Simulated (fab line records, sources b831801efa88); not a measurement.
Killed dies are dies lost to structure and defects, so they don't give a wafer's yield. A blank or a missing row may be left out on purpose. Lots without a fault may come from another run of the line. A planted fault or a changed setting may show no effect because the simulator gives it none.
A struck lot beside a sound one | flow sky130 | 43 steps out of a route of 708
Sound: wafers L451.1, L451.5, L451.6. Struck: wafers L467.2, L467.5, L467.6. The cause comes at the end.
At each step with rows: each side's tool, then ch and its chambers, then its first start. Under that, the readings that differ: sound wafers | struck wafers | difference of the means | sigmas: that difference in standard deviations of wafers without a fault.
alike: readings whose means differ by less than 2 such deviations, and words and numbers that are the same on both sides. not compared: withheld readings, readings that some wafer has no value for, bounds like >300 that may hide the same value, and numbers for which the record gives no deviation and whose values overlap.
The two part at a step that has a row with sigmas, a row that says differs or no value, or rows on one side only. Numbers that don't overlap but have no deviation are shown without sigmas and don't part them. A reading that every wafer of one side lacks parts them only if that side has two wafers or more.

SKY_FIELD_ISO_ETCH_14: etches BARC in N2/H2, stops on SiO2, time 45.9 s, target depth 60 nm.
  sound on rie_diel-04 ch 0,1,2, day 2 16:50; struck on rie_diel-01 ch 0,1,3, day 6 11:07
  reading    | sound             | struck               | difference | sigmas
  bias_w (W) | 99.90 99.34 99.69 | 100.37 100.71 100.09 | +0.75      | +3
  alike: drypump_motor_current_A, oes_product_au, throttle_valve_pct
  not compared: rf_hours_counter_h
then, 1 step without rows for these wafers: SKY_FIELD_ISO_ETCH_15 (etches the open film in CHF3/O2, stops on Si, target depth 180 nm, time 72 s).
SKY_FIELD_ISO_STRIP_16: strips in O2/N2.
  sound on plasma_asher-04 ch 0,1, day 2 16:56; struck on plasma_asher-01 ch 0,1, day 6 11:13
  alike: drypump_motor_current_A, o2_flow_sccm, oes_product_au, strip_time_to_endpoint_s
  not compared: rf_hours_counter_h
SKY_FIELD_ISO_ETCH_17: etches Si in HBr/Cl2/O2, target depth 342 nm, time 97.7 s.
  sound on rie_si-02 ch 0,3, day 2 17:02; struck on rie_si-02 ch 0,2,3, day 6 11:19
  alike: bias_w, drypump_motor_current_A, oes_product_au, throttle_valve_pct
  not compared: rf_hours_counter_h
then, 5 steps without rows for these wafers: SKY_FIELD_ISO_WET_ETCH_18 (etches Si3N4 in H3PO4, target depth 25 nm, time 286 s); SKY_FIELD_ISO_CLEAN_19 (cleans in SC1/SC2, time 150 s); SKY_FIELD_ISO_CLEAN_20 (cleans in dHF, time 20 s); SKY_FIELD_ISO_WET_ETCH_21 (etches SiO2 in dHF, target depth 20 nm, time 400 s); SKY_FIELD_ISO_OXIDATION_22 (stabilise 600 s, purge 300 s, target thk 10 nm).
SKY_FIELD_ISO_THK_MEAS_23:
  sound on film_metro-03, day 2 19:28; struck on film_metro-03, day 6 13:11
  alike: FIELD_ISO_OXIDATION_01_THK
then, 1 step without rows for these wafers: SKY_FIELD_ISO_CVD_24 (deposits SiO2, target thk 595 nm, time 99.2 s).
SKY_FIELD_ISO_THK_MEAS_25:
  sound on film_metro-04, day 2 19:35; struck on film_metro-01, day 6 13:20
  alike: FIELD_ISO_CVD_24_THK
SKY_FIELD_ISO_ANNEAL_26: time 1800 s.
  sound on furnace-01 ch 0, day 2 19:39; struck on furnace-01 ch 0, day 6 13:23
  alike: spike_tc_bottom_C, spike_tc_upper_C
then, 6 steps without rows for these wafers: SKY_FIELD_ISO_CMP_27 (polishes, stops on Si3N4, t overpolish 16 s, target thk 457.8 nm); SKY_FIELD_ISO_WET_ETCH_28 (etches SiO2 in dHF, target depth 23.7 nm, time 47 s); SKY_FIELD_ISO_WET_ETCH_29 (etches Si3N4 in H3PO4, target depth 160 nm, time 1825 s); SKY_FIELD_ISO_WET_ETCH_30 (etches SiO2 in dHF, target depth 25 nm, time 50 s); SKY_NWELL_CLEAN_00 (cleans in SC1/SC2, time 150 s); SKY_NWELL_OXIDATION_01 (stabilise 600 s, purge 300 s, target thk 10 nm).
SKY_NWELL_THK_MEAS_02:
  sound on film_metro-03, day 3 00:00; struck on film_metro-03, day 6 18:52
  alike: NWELL_OXIDATION_THK
then, 8 steps without rows for these wafers: SKY_DNWELL_DEHYDRATE_00 (time 60 s); SKY_DNWELL_HMDS_01 (prime time 60 s); SKY_DNWELL_COAT_02 (resist thk 3000 nm); SKY_DNWELL_SOFTBAKE_03; SKY_DNWELL_EXPOSE_04 (exposes mask DNM, target cd 3000 nm); SKY_DNWELL_PEB_05; SKY_DNWELL_DEVELOP_06 (develop time 58.39 s); SKY_DNWELL_IMPLANT_07.
SKY_DNWELL_STRIP_08: strips in O2/N2.
  sound on plasma_asher-04 ch 0,1, day 3 15:32; struck on plasma_asher-03 ch 0,1, day 7 13:14
  alike: drypump_motor_current_A, o2_flow_sccm, oes_product_au, strip_time_to_endpoint_s
  not compared: rf_hours_counter_h
SKY_DNWELL_TW_MEAS_09:
  sound on film_metro-02, day 3 15:38; struck on film_metro-04, day 7 13:20
  reading   | sound          | struck         | difference | sigmas
  DNWELL_TW | 1152 1155 1146 | 1092 1098 1089 | -58        | -2
then, 7 steps without rows for these wafers: SKY_PWDE_DEHYDRATE_00 (time 60 s); SKY_PWDE_HMDS_01 (prime time 60 s); SKY_PWDE_COAT_02 (resist thk 3000 nm); SKY_PWDE_SOFTBAKE_03; SKY_PWDE_EXPOSE_04 (exposes mask PWDEM, target cd 840 nm); SKY_PWDE_PEB_05; SKY_PWDE_DEVELOP_06 (develop time 60 s).
SKY_PWDE_OVL_MEAS_07:
  sound on overlay-02, day 4 07:22; struck on overlay-02, day 8 09:43
  alike: PWDE_OVL
then, 1 step without rows for these wafers: SKY_PWDE_IMPLANT_08.
SKY_PWDE_STRIP_09: strips in O2/N2.
  sound on plasma_asher-01 ch 0,1, day 4 07:33; struck on plasma_asher-01 ch 0,1, day 8 09:54
  alike: drypump_motor_current_A, o2_flow_sccm, oes_product_au, strip_time_to_endpoint_s
  not compared: rf_hours_counter_h
SKY_PWDE_TW_MEAS_10:
  sound on film_metro-02, day 4 07:39; struck on film_metro-03, day 8 10:01
  alike: PWDE_TW
then, 1 step without rows for these wafers: SKY_NWELL_DEHYDRATE_03 (time 60 s).
-- the record jumps here: 42 days lie between the struck wafers' starts before and after (it left off in module NWELL and takes up again in module PAD_OPEN, whose first step shown is number 708 of the route) --
SKY_PAD_OPEN_PROBE_99:
  sound on prober-02, day 46 02:17; struck on prober-01, day 50 03:35
  reading                                         | sound                | struck               | difference | sigmas
  model.etest.diode_dnwell_sub.leak_log10_a_cm2   | -6.964 -7.644 -7.492 | -6.831 -6.885 -6.952 | +0.477     |
  model.etest.diode_pwell_dnwell.leak_log10_a_cm2 | -7.521 -7.375 -7.541 | -7.202 -7.242 -7.263 | +0.243     |
  alike: killed_at_M0_to_M3, killed_at_M4_up, killed_at_contacts, killed_at_front_end, killed_at_other, killed_dies, killed_open, killed_short
  not compared: model.etest.diode_nwell_sub.leak_log10_a_cm2

WHERE THEY PART
First at SKY_FIELD_ISO_ETCH_14; last, within this record, at SKY_DNWELL_TW_MEAS_09. Later steps at which nothing parts them and some readings are alike: SKY_PWDE_OVL_MEAS_07, SKY_PWDE_STRIP_09, SKY_PWDE_TW_MEAS_10, SKY_PAD_OPEN_PROBE_99.

WHY: what the simulator had put in
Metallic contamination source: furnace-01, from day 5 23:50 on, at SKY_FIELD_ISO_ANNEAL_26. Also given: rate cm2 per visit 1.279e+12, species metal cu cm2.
